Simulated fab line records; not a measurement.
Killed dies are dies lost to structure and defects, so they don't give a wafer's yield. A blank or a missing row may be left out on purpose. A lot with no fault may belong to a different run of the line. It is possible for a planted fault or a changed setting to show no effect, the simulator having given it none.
Matching of chambers ; flow gf180mcu ; pecvd-04 running GF_V4_CVD_02: 3 sister chambers
The step deposits SiO2 from TEOS, target thk 850 nm, time 94.851 s. 6 wafers are shown with their chamber, then 11 later ones without.

WAFERS PAIRED WITH THEIR CHAMBERS
wafer;chamber;heaterPowerW (W)
L081.5;2;745
L083.4;0;553
L085.1;0;604
L085.5;2;732
L085.6;1;537
L086.3;1;661

WAFERS WHOSE CHAMBER IS MISSING
wafer;heaterPowerW (W)
L086.4;658
L086.5;552
L089.2;626
L089.3;658
L089.6;670
L090.2;696
L090.3;603
L090.4;648
L095.2;607
L095.5;601
L095.6;702

CHAMBER TAKEN BY EACH
wafer;from the rows above;in truth
L086.4;can't be placed: 1 or 0 or 2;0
L086.5;can't be placed: 0 or 1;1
L089.2;can't be placed: 1 or 0 or 2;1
L089.3;can't be placed: 1 or 0 or 2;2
L089.6;can't be placed: 2 or 1 or 0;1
L090.2;can't be placed: 2 or 1 or 0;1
L090.3;can't be placed: 1 or 0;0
L090.4;can't be placed: 1 or 0 or 2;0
L095.2;can't be placed: 1 or 0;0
L095.5;can't be placed: 1 or 0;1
L095.6;can't be placed: 2 or 1 or 0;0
0 of 11 placed correctly. From these rows, 11 cannot be placed; in 11 the true chamber is one of the candidates. Placed wrongly: 0.
How it was worked out, from the rows above alone: a wafer's distance from a chamber is the root of the sum, over the readings, of the square of ((its reading less the chamber's mean) divided by the reading's scatter). If the next closest chamber is less than 2 further off than the closest, the wafer can't be placed; otherwise it belongs to the closest. A chamber's mean is the mean of its shown wafers. How the scatter is found: for the shown wafers, subtract from each reading the mean of its chamber, square and add these, divide the total by (wafers less chambers), then take the root.
